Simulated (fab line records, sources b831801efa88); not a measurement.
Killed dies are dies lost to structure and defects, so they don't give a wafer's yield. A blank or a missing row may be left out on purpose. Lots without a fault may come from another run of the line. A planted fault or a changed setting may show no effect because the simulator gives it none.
Chamber matching | flow sfq_line | SFQ_TRILAYER_I3_CMP_CMP_082 on cmp-02: 4 sister chambers
The step polishes SiO2. 7 wafers are shown with their chamber, then 8 later ones without.

WAFERS WITH THEIR CHAMBER
wafer  | chamber | motor_current_A (A) | slurry_filter_dp_kPa (kPa)
L443.1 | 2       | 12.1                | 13.55
L443.2 | 1       | 10.6                | 13.58
L443.5 | 0       | 10.6                | 13.31
L444.2 | 3       | 10.6                | 13.67
L444.3 | 0       | 10.7                | 13.52
L444.6 | 1       | 11.0                | 13.56
L451.3 | 2       | 11.3                | 13.43

WAFERS WITHOUT THEIR CHAMBER
wafer  | motor_current_A (A) | slurry_filter_dp_kPa (kPa)
L451.4 | 10.4                | 13.65
L451.6 | 9.9                 | 13.45
L458.2 | 9.8                 | 13.22
L458.3 | 10.9                | 13.51
L458.5 | 10.4                | 13.52
L459.1 | 10.6                | 13.29
L459.4 | 10.6                | 13.52
L459.5 | 10.8                | 13.40

WHICH CHAMBER EACH WENT THROUGH
wafer  | from the rows above               | in truth
L451.4 | can't be placed: 3 or 1 or 0      | 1
L451.6 | can't be placed: 0 or 1 or 3      | 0
L458.2 | can't be placed: 0 or 1 or 3      | 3
L458.3 | can't be placed: 1 or 0 or 3 or 2 | 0
L458.5 | can't be placed: 1 or 0 or 3      | 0
L459.1 | can't be placed: 0 or 1           | 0
L459.4 | can't be placed: 1 or 0 or 3      | 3
L459.5 | can't be placed: 0 or 1           | 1
Placed correctly: 0 of 8. Can't be placed from these rows: 8 (the true chamber is among the candidates in 8). Placed wrongly: 0.
How it was worked out, from the rows above alone: a wafer's distance from a chamber is the root of the sum, over the readings, of the square of ((its reading less the chamber's mean) divided by the reading's scatter). The wafer belongs to the nearest chamber; if the next one is less than 2 further off, it can't be placed. A chamber's mean is the mean of its shown wafers. The scatter: the root of (the sum of the squares of (reading less its chamber's mean) over the shown wafers, divided by (wafers less chambers)).
